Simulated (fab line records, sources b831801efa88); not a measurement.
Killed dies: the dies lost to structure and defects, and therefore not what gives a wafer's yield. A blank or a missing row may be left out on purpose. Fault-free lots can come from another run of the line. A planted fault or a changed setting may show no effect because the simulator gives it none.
Split-lot trial + flow gf180mcu + on a route of 602 steps: 5 lots, 23 wafers read

== SPLIT DETAILS ==
At GF_V3_SPUTTER_22 (material TiN, target thk 10 nm, time 40 s), the setting chamber pressure pa was moved away from the recipe's 5 Pa on 20 of the 23 wafers read, by -14.8% to +9.4%. All remaining wafers had this setting at the recipe value.

The reading is taken at the split's own step.

== THE READING ==
TiN_of_V3_SPUTTER_22.thk nm (the simulator's own value, which no gauge read), in nm, at GF_V3_SPUTTER_22 (material TiN, target thk 10 nm, time 40 s). No usual value for it is given in the file. Across the 3 wafers here that went through the recipe, the average is 9.917 nm and the standard deviation 0.08 nm.

| wafer  | tool, chamber at the split | chamber pressure pa as run, Pa | against the recipe | TiN_of_V3_SPUTTER_22.thk nm, nm | against lot-mates on the recipe |
|--------|----------------------------|--------------------------------|--------------------|---------------------------------|---------------------------------|
| L076.1 | pvd sputter-04, -          | 4.26                           | -14.8%             | 11.57                           | no lot-mate on the recipe       |
| L076.3 | pvd sputter-04, -          | 4.26                           | -14.8%             | 11.32                           | no lot-mate on the recipe       |
| L076.4 | pvd sputter-04, -          | 4.26                           | -14.8%             | 11.5                            | no lot-mate on the recipe       |
| L076.5 | pvd sputter-04, -          | 4.26                           | -14.8%             | 11.42                           | no lot-mate on the recipe       |
| L076.6 | pvd sputter-04, -          | 4.26                           | -14.8%             | 11.33                           | no lot-mate on the recipe       |
| L077.1 | pvd sputter-04, -          | 5.43                           | +8.6%              | 9.204                           | no lot-mate on the recipe       |
| L077.3 | pvd sputter-04, -          | 5.43                           | +8.6%              | 9.255                           | no lot-mate on the recipe       |
| L077.4 | pvd sputter-04, -          | 5.43                           | +8.6%              | 8.996                           | no lot-mate on the recipe       |
| L077.5 | pvd sputter-04, -          | 5.43                           | +8.6%              | 9.163                           | no lot-mate on the recipe       |
| L077.6 | pvd sputter-04, -          | 5.43                           | +8.6%              | 9.175                           | no lot-mate on the recipe       |
| L079.1 | pvd sputter-01, -          | 5.471                          | +9.4%              | 9.197                           | no lot-mate on the recipe       |
| L079.2 | pvd sputter-01, -          | 5.471                          | +9.4%              | 9.189                           | no lot-mate on the recipe       |
| L079.3 | pvd sputter-01, -          | 5.471                          | +9.4%              | 9.387                           | no lot-mate on the recipe       |
| L079.4 | pvd sputter-01, -          | 5.471                          | +9.4%              | 9.088                           | no lot-mate on the recipe       |
| L079.5 | pvd sputter-01, -          | 5.471                          | +9.4%              | 9.144                           | no lot-mate on the recipe       |
| L080.1 | pvd sputter-01, -          | 4.683                          | -6.3%              | 10.39                           | no lot-mate on the recipe       |
| L080.2 | pvd sputter-01, -          | 4.683                          | -6.3%              | 10.54                           | no lot-mate on the recipe       |
| L080.6 | pvd sputter-01, -          | 4.683                          | -6.3%              | 10.54                           | no lot-mate on the recipe       |
| L080.4 | pvd sputter-01, -          | 4.683                          | -6.3%              | 10.34                           | no lot-mate on the recipe       |
| L080.5 | pvd sputter-01, -          | 4.683                          | -6.3%              | 10.41                           | no lot-mate on the recipe       |
| L082.2 | pvd sputter-04, -          | 5                              | recipe             | 9.977                           | -                               |
| L082.5 | pvd sputter-04, -          | 5                              | recipe             | 9.97                            | -                               |
| L082.6 | pvd sputter-04, -          | 5                              | recipe             | 9.803                           | -                               |

THE FIT
A straight line over all 23 wafers: TiN_of_V3_SPUTTER_22.thk nm changes by -0.0919 nm for each +1% of chamber pressure pa; r = -0.99; the points scatter about the line by 0.13 nm.
Too few moved wafers with a lot-mate on the recipe to fit a line net of each lot's own level.

== THE FILE'S OWN FIT ==
TiN_of_V3_SPUTTER_22.thk nm changes by -0.0919 nm for each +1% of chamber pressure pa, r = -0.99.
